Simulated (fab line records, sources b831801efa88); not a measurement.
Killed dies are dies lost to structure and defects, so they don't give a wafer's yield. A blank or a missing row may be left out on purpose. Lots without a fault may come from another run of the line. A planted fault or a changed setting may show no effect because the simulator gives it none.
Which tool did it? | flow sky130 | 12 lots, 36 wafers sampled, at 4 steps of a route of 708

WHAT THE GAUGES READ, wafer by wafer
SKY_LOCAL_INTERCONNECT_THK_MEAS_02: measures by xrf.
lot  | measured     | on            | LOCAL_INTERCONNECT_TIN_THK (nm)
L606 | day 28 23:31 | film_metro-02 | 98.0 98.7 98.1
L607 | day 29 09:26 | film_metro-01 | 98.2 99.5 98.8
L608 | day 29 21:06 | film_metro-02 | 98.0 97.6 97.1
L609 | day 29 22:39 | film_metro-03 | 99.6 99.5 100.1
L610 | day 30 16:29 | film_metro-02 | 100.2 99.9 99.5
L611 | day 31 07:28 | film_metro-03 | 100.0 99.6 100.6
L612 | day 31 20:10 | film_metro-03 | 99.3 99.0 98.9
L613 | day 31 18:38 | film_metro-03 | 96.8 97.3 96.8
L614 | day 31 23:28 | film_metro-03 | 99.8 98.7 99.1
L617 | day 33 18:14 | film_metro-03 | 99.0 98.8 97.9
L623 | day 34 23:46 | film_metro-03 | 98.5 98.7 98.8
L628 | day 36 13:51 | film_metro-03 | 98.7 98.4 97.1

SKY_CONTACT_RS_MEAS_25: measures by four-point-probe.
lot  | measured     | on            | CONTACT_W_RS (ohm/sq)
L606 | day 31 08:49 | film_metro-04 | 0.337 0.334 0.342
L607 | day 31 19:49 | film_metro-02 | 0.335 0.341 0.339
L608 | day 32 06:17 | film_metro-02 | 0.333 0.332 0.333
L609 | day 32 08:10 | film_metro-02 | 0.334 0.333 0.338
L610 | day 33 02:02 | film_metro-04 | 0.341 0.340 0.336
L611 | day 33 16:16 | film_metro-03 | 0.335 0.336 0.335
L612 | day 34 04:20 | film_metro-02 | 0.345 0.342 0.342
L613 | day 34 02:25 | film_metro-02 | 0.340 0.337 0.341
L614 | day 34 07:21 | film_metro-03 | 0.334 0.334 0.336
L617 | day 36 01:56 | film_metro-02 | 0.339 0.338 0.336
L623 | day 37 05:50 | film_metro-02 | 0.342 0.338 0.340
L628 | day 38 19:24 | film_metro-04 | 0.338 0.334 0.331

WHICH TOOL RAN EACH LOT (tool, then ch and the chambers of the sampled wafers, then the start)
lot  | SKY_FIELD_ISO_WET_ETCH_30      | SKY_VT_ADJUST_NCORE_STRIP_10
L606 | wet_bench-01 ch 0, day 2 11:22 | plasma_asher-01 ch 0,1, day 8 11:10
L607 | wet_bench-01 ch 0, day 2 17:44 | plasma_asher-01 ch 0,1, day 8 22:37
L608 | wet_bench-01 ch 2, day 2 21:37 | plasma_asher-01 ch 0,1, day 8 23:58
L609 | wet_bench-04 ch 0, day 3 01:41 | plasma_asher-02 ch 0,1, day 9 06:34
L610 | wet_bench-01 ch 1, day 3 06:08 | plasma_asher-01 ch 0,1, day 9 16:44
L611 | wet_bench-01 ch 0, day 3 15:37 | plasma_asher-03 ch 0,1, day 10 06:46
L612 | wet_bench-04 ch 0, day 4 01:47 | plasma_asher-03 ch 0,1, day 10 20:04
L613 | wet_bench-04 ch 3, day 4 01:55 | plasma_asher-01 ch 0,1, day 10 20:43
L614 | wet_bench-04 ch 1, day 4 07:22 | plasma_asher-03 ch 0,1, day 10 23:58
L617 | wet_bench-01 ch 2, day 4 23:16 | plasma_asher-01 ch 0, day 11 22:58
L623 | wet_bench-03 ch 2, day 6 02:48 | plasma_asher-03 ch 0,1, day 13 17:16
L628 | wet_bench-03 ch 1, day 7 07:01 | plasma_asher-01 ch 0,1, day 15 06:25
- SKY_FIELD_ISO_WET_ETCH_30: etches SiO2 in dHF, target depth 25 nm, time 50 s.
- SKY_VT_ADJUST_NCORE_STRIP_10: strips in O2/N2.

WHAT THE TOOLS THEMSELVES READ (means of the sampled wafers that have a number; where no wafer has one, the mark that the record gives instead)
SKY_FIELD_ISO_WET_ETCH_30.
lot  | tool         | bath_heat_duty_pct (%) | temp_c (C)
L606 | wet_bench-01 | 7.4                    | 25.06
L607 | wet_bench-01 | 7.1                    | 24.98
L608 | wet_bench-01 | 6.5                    | 25.06
L609 | wet_bench-04 | 7.0                    | 24.84
L610 | wet_bench-01 | 5.6                    | 24.99
L611 | wet_bench-01 | 7.4                    | 25.16
L612 | wet_bench-04 | 6.7                    | 24.95
L613 | wet_bench-04 | 6.8                    | 25.09
L614 | wet_bench-04 | 0.0                    | 8.16
L617 | wet_bench-01 | 7.1                    | 24.98
L623 | wet_bench-03 | 6.6                    | 24.93
L628 | wet_bench-03 | 6.8                    | 25.01

SKY_VT_ADJUST_NCORE_STRIP_10.
lot  | tool            | chamber_pressure_mTorr (mTorr) | drypump_motor_current_A (A) | o2_flow_sccm (sccm) | oes_product_au (a.u.) | strip_time_to_endpoint_s (s)
L606 | plasma_asher-01 | 1500.2                         | 5.4                         | 2988                | 0.718                 | 14.18
L607 | plasma_asher-01 | 1498.9                         | 5.1                         | 3000                | 0.716                 | 14.21
L608 | plasma_asher-01 | 1499.5                         | 5.4                         | 3001                | 0.717                 | 14.08
L609 | plasma_asher-02 | 1499.8                         | 6.2                         | 3003                | 0.716                 | 14.17
L610 | plasma_asher-01 | 1498.6                         | 5.1                         | 2998                | 0.715                 | 14.19
L611 | plasma_asher-03 | 1500.0                         | 6.1                         | 2996                | 0.716                 | 14.15
L612 | plasma_asher-03 | 1498.7                         | 6.0                         | 2997                | 0.716                 | 14.18
L613 | plasma_asher-01 | 1500.0                         | 5.4                         | 3005                | 0.715                 | 14.17
L614 | plasma_asher-03 | 1501.4                         | 6.0                         | 2995                | 0.713                 | 14.18
L617 | plasma_asher-01 | 1500.6                         | 5.7                         | 2990                | 0.718                 | 14.15
L623 | plasma_asher-03 | 1499.2                         | 6.0                         | 2997                | 0.716                 | 14.18
L628 | plasma_asher-01 | 1499.3                         | 5.4                         | 3009                | 0.716                 | 14.24

THE ANSWER, worked out from the rows above alone
Rule: what is usual is taken from the lots themselves. Put in order of their means at a reading, lots are off if they are a third of the lots or fewer, leave a main group of 4 or more, and stand apart from it by a gap of 3 or more times the standard deviation of the main group's means; of several such gaps the widest counts. A main group whose means are all the same, to the digits that the tables above print for the reading, isn't used. A lot without any number at a reading at which 4 lots or more have one is off too. The other lots that the step has rows for count as sound. The gauges are gone through in route order, then the tools' own readings, and for those a lot's mean is taken as printed above. The first step at which some lot is off is used, and at that step the reading that is off furthest; a lot without a number counts as furthest.
Off: L614, at SKY_FIELD_ISO_WET_ETCH_30 (temp_c). The main group: mean 25.00 C, standard deviation 0.082.
A tool fits if, at that step or a process step before it, it ran every lot that is off, and no sound lot after the first of them. One fits: wet_bench-04 at SKY_FIELD_ISO_WET_ETCH_30. Its last sound lot is L613 (day 4 01:55), its first lot that is off L614 (day 4 07:22): a fault that began between those two fits.
The tool's own readings at SKY_FIELD_ISO_WET_ETCH_30 bear it out: on the lots that are off they differ by more than 5 times the standard deviation of the sound lots' means. bath_heat_duty_pct reads 0.0 % there against 6.8 % on the sound lots; temp_c reads 8.16 C there against 25.00 C on the sound lots.

WHAT THE SIMULATOR HAD PUT IN
Process parameter drift: wet_bench-04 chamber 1, from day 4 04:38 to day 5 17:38, at SKY_FIELD_ISO_WET_ETCH_30. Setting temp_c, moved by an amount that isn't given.
Lots struck among those shown: L614. The rule above found the same.
